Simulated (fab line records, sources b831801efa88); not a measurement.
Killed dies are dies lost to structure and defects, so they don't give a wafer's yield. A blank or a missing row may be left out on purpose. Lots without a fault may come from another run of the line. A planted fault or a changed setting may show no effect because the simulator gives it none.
Which tool did it? | flow sky130 | 11 lots, 33 wafers sampled, at 4 steps of a route of 708

WHAT THE GAUGES READ, wafer by wafer
SKY_VIA2_RS_MEAS_22: measures by four-point-probe.
lot  | measured     | on            | VIA2_W_RS (ohm/sq)
L700 | day 37 01:46 | film_metro-01 | 0.2728 0.2744 0.2754
L702 | day 37 14:41 | film_metro-03 | 0.2773 0.2735 0.2723
L706 | day 38 12:11 | film_metro-03 | 0.2734 0.2711 0.2742
L708 | day 39 10:55 | film_metro-03 | 0.2432 0.2425 0.2426
L709 | day 39 22:40 | film_metro-01 | 0.2396 0.2386 0.2373
L710 | day 41 01:40 | film_metro-01 | 0.2697 0.2682 0.2680
L716 | day 41 12:37 | film_metro-01 | 0.2744 0.2735 0.2721
L719 | day 42 15:48 | film_metro-03 | 0.2724 0.2757 0.2741
L720 | day 42 13:55 | film_metro-02 | 0.2763 0.2734 0.2753
L721 | day 43 01:31 | film_metro-01 | 0.2760 0.2742 0.2734
L722 | day 43 07:47 | film_metro-01 | 0.2697 0.2750 0.2719

SKY_VIA2_THK_MEAS_23: measures by xrf.
lot  | measured     | on            | VIA2_W_THK (nm)
L700 | day 37 01:53 | film_metro-01 | 431 426 427
L702 | day 37 14:47 | film_metro-03 | 419 421 422
L706 | day 38 12:17 | film_metro-03 | 420 422 420
L708 | day 39 11:02 | film_metro-03 | 474 474 478
L709 | day 39 22:47 | film_metro-01 | 484 492 491
L710 | day 41 01:46 | film_metro-01 | 426 430 432
L716 | day 41 12:43 | film_metro-01 | 421 425 422
L719 | day 42 15:55 | film_metro-03 | 422 419 422
L720 | day 42 14:02 | film_metro-02 | 432 439 432
L721 | day 43 01:37 | film_metro-01 | 427 431 430
L722 | day 43 07:53 | film_metro-01 | 436 430 436

WHICH TOOL RAN EACH LOT (tool, then ch and the chambers of the sampled wafers, then the start)
lot  | SKY_FIELD_ISO_ETCH_15             | SKY_VIA2_CVD_21
L700 | rie_diel-02 ch 0,1,2, day 2 08:58 | cvd_w-02 ch 0,1, day 37 01:38
L702 | rie_diel-03 ch 0,1,3, day 2 22:28 | cvd_w-02 ch 0,1, day 37 14:34
L706 | rie_diel-04 ch 1,2,3, day 3 17:04 | cvd_w-02 ch 0,1, day 38 12:04
L708 | rie_diel-02 ch 0,2, day 4 04:50   | cvd_w-02 ch 1, day 39 10:41
L709 | rie_diel-03 ch 0,2, day 4 09:35   | cvd_w-02 ch 0,1, day 39 22:32
L710 | rie_diel-03 ch 0,1,3, day 4 15:04 | cvd_w-01 ch 0,1, day 41 01:32
L716 | rie_diel-04 ch 0,3, day 5 21:49   | cvd_w-01 ch 0,1, day 41 12:29
L719 | rie_diel-02 ch 0,2, day 6 15:58   | cvd_w-01 ch 0,1, day 42 15:40
L720 | rie_diel-04 ch 0,2,3, day 6 19:22 | cvd_w-01 ch 0,1, day 42 13:47
L721 | rie_diel-02 ch 0,3, day 7 00:22   | cvd_w-02 ch 0,1, day 43 01:22
L722 | rie_diel-02 ch 0,1, day 7 04:11   | cvd_w-02 ch 0,1, day 43 07:38
- SKY_FIELD_ISO_ETCH_15: etches the open film in CHF3/O2, stops on Si, target depth 180 nm, time 72 s.
- SKY_VIA2_CVD_21: deposits W, target thk 420 nm, time 126.4 s.

WHAT THE TOOLS THEMSELVES READ (means of the sampled wafers that have a number; where no wafer has one, the mark that the record gives instead)
SKY_FIELD_ISO_ETCH_15.
lot  | tool        | O2_flow_sccm (sccm) | drypump_motor_current_A (A) | oes_product_au (a.u.) | throttle_valve_pct (%)
L700 | rie_diel-02 | 4.999               | 5.3                         | 0.950                 | 8.842
L702 | rie_diel-03 | 5.003               | 5.4                         | 0.948                 | 8.841
L706 | rie_diel-04 | 4.990               | 5.6                         | 0.951                 | 8.844
L708 | rie_diel-02 | 5.029               | 5.3                         | 0.936                 | 8.835
L709 | rie_diel-03 | 5.013               | 5.1                         | 0.941                 | 8.844
L710 | rie_diel-03 | 5.006               | 5.4                         | 0.942                 | 8.846
L716 | rie_diel-04 | 5.003               | 6.4                         | 0.954                 | 8.850
L719 | rie_diel-02 | 4.992               | 5.3                         | 0.956                 | 8.845
L720 | rie_diel-04 | 5.001               | 6.1                         | 0.943                 | 8.835
L721 | rie_diel-02 | 5.021               | 5.8                         | 0.950                 | 8.847
L722 | rie_diel-02 | 4.993               | 5.5                         | 0.956                 | 8.846

SKY_VIA2_CVD_21.
lot  | tool     | chamber_pressure_Torr (Torr) | heater_power_w (W) | susceptor_temp_C (C)
L700 | cvd_w-02 | 40.07                        | 843                | 400.04
L702 | cvd_w-02 | 40.04                        | 840                | 399.98
L706 | cvd_w-02 | 39.94                        | 835                | 400.10
L708 | cvd_w-02 | 51.86                        | 747                | 400.01
L709 | cvd_w-02 | 51.79                        | 848                | 400.15
L710 | cvd_w-01 | 40.03                        | 952                | 399.75
L716 | cvd_w-01 | 39.98                        | 973                | 399.81
L719 | cvd_w-01 | 39.93                        | 948                | 400.08
L720 | cvd_w-01 | 39.93                        | 950                | 399.81
L721 | cvd_w-02 | 39.97                        | 794                | 400.11
L722 | cvd_w-02 | 40.05                        | 803                | 400.10

THE ANSWER, worked out from the rows above alone
Rule: what is usual is taken from the lots themselves. Put in order of their means at a reading, lots are off if they are a third of the lots or fewer, leave a main group of 4 or more, and stand apart from it by a gap of 3 or more times the standard deviation of the main group's means; of several such gaps the widest counts. A main group whose means are all the same, to the digits that the tables above print for the reading, isn't used. A lot without any number at a reading at which 4 lots or more have one is off too. The other lots that the step has rows for count as sound. The gauges are gone through in route order, then the tools' own readings, and for those a lot's mean is taken as printed above. The first step at which some lot is off is used, and at that step the reading that is off furthest; a lot without a number counts as furthest.
Off: L708, L709, at SKY_VIA2_RS_MEAS_22 (VIA2_W_RS). The main group: mean 0.2732 ohm/sq, standard deviation 0.0018.
A tool fits if, at a process step before that reading, it ran every lot that is off, and no sound lot after the first of them. The gauges at SKY_VIA2_RS_MEAS_22 aren't tried: what is off there is off at SKY_VIA2_CVD_21 too, on other tools, and a gauge's error can't cause that. None of those tried fits.

WHAT THE SIMULATOR HAD PUT IN
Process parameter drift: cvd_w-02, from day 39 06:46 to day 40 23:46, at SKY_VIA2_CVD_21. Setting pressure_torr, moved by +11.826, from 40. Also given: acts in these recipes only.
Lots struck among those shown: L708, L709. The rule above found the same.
